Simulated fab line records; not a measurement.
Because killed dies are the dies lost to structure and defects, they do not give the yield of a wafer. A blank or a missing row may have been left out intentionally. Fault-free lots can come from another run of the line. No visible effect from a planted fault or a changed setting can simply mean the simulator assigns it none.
Which tool is to blame?	flow sky130	Sampling: 11 lots, 33 wafers, 3 of 708 route steps

WHAT THE GAUGES SHOWED, per wafer
SKY_METAL3_CD_MEAS_13: the cd target is 300 nm. Usual: cd nm 300.0 nm, standard deviation 1.7.
lot	measured	on	cd nm (nm)	flag
L830	day 38 20:34	cd sem-02	299.0 297.6 297.8	
L831	day 39 08:17	cd sem-01	299.8 300.8 300.5	
L833	day 40 00:26	cd sem-02	302.4 303.0 302.0	
L836	day 41 09:35	cd sem-01	298.4 299.2 300.0	
L837	day 41 13:46	cd sem-02	300.0 299.9 299.5	
L839	day 41 20:38	cd sem-01	301.3 301.0 300.1	
L841	day 42 10:35	cd sem-01	301.4 299.4 300.6	
L850	day 44 03:58	cd sem-02	298.9 297.8 299.5	
L849	day 44 04:38	cd sem-02	296.7 298.1 296.5	
L851	day 44 15:00	cd sem-02	301.8 300.2 300.5	
L852	day 45 00:05	cd sem-02	300.9 298.9 299.0	

SKY_CAP2M_THK_MEAS_01. Usual: CAP2M_CVD_00_THK typically reads 15.50 nm, with standard deviation 0.25.
lot	measured	on	CAP2M_CVD_00_THK (nm)	flag
L830	day 40 00:58	film metro-04	15.57 15.95 15.61	
L831	day 40 11:34	film metro-02	15.24 15.31 15.48	
L833	day 41 03:56	film metro-02	15.14 15.13 15.33	
L836	day 42 11:58	film metro-03	15.60 15.79 15.72	
L837	day 42 16:46	film metro-02	15.30 15.61 15.36	
L839	day 42 23:11	film metro-04	15.16 15.26 15.29	
L841	day 43 13:00	film metro-02	15.22 15.17 15.79	
L850	day 45 05:09	film metro-03	15.65 15.60 15.77	
L849	day 45 06:04	film metro-02	15.31 15.51 15.75	
L851	day 45 15:49	film metro-03	15.23 15.64 15.86	
L852	day 46 01:06	film metro-02	15.38 15.05 15.44	

EACH LOT AND THE TOOL THAT RAN IT (in order: tool; ch and the chambers of the sampled wafers; start)
lot	SKY_CAPM_METAL_ETCH_13
L830	rie metal-01 ch 0,1, day 37 18:19
L831	rie metal-02 ch 0,1, day 38 07:02
L833	rie metal-03 ch 0,1, day 38 23:26
L836	rie metal-02 ch 0,1, day 40 08:40
L837	rie metal-03 ch 0,1, day 40 13:46
L839	rie metal-01 ch 0,1, day 40 19:22
L841	rie metal-01 ch 0,1, day 41 10:39
L850	rie metal-02 ch 0,1, day 43 04:55
L849	rie metal-01 ch 0,1, day 43 06:52
L851	rie metal-01 ch 0,1, day 43 16:16
L852	rie metal-01 ch 0,1, day 44 02:19
- SKY_CAPM_METAL_ETCH_13: etches TiN in Cl2/BCl3, stops on SiO2, target depth 220 nm, time 62.9 s.

WHAT THE TOOLS THEMSELVES READ (means of the sampled wafers that have a number; where no wafer has one, the mark that the record gives instead)
SKY_CAPM_METAL_ETCH_13. Usual: drypump motor current A 5.56 A, standard deviation 0.24; oes product au 0.940 a.u., standard deviation 0.007; throttle valve pct 21.903 %, standard deviation 0.011.
lot	tool	drypump motor current A (A)	oes product au (a.u.)	throttle valve pct (%)	flag
L830	rie metal-01	5.58	0.945	21.905	
L831	rie metal-02	5.22	0.936	21.898	
L833	rie metal-03	5.64	0.944	21.895	
L836	rie metal-02	5.23	0.942	21.910	
L837	rie metal-03	5.62	0.936	21.903	
L839	rie metal-01	5.67	0.943	21.898	
L841	rie metal-01	5.59	0.944	21.906	
L850	rie metal-02	5.22	0.936	21.904	
L849	rie metal-01	5.68	0.943	21.905	
L851	rie metal-01	5.69	0.943	21.905	
L852	rie metal-01	5.67	0.942	21.895	

THE ANSWER, worked out from the rows above alone
Rule: a lot counts as off when the mean over its wafers that have a number is more than 3 standard deviations away from the usual mean. Also off: a lot with no number at a reading for which 4 or more lots have one. Where the step has rows for the other lots, those lots are counted as sound. The gauges are gone through in route order, then the tools' own readings, and for those a lot's mean is taken as printed above. The first step at which some lot is off is used, and at that step the reading that is off furthest; a lot without a number counts as furthest.
No lot is off at any reading shown: from this, nothing can be told.

WHAT WAS PUT IN BY THE SIMULATOR
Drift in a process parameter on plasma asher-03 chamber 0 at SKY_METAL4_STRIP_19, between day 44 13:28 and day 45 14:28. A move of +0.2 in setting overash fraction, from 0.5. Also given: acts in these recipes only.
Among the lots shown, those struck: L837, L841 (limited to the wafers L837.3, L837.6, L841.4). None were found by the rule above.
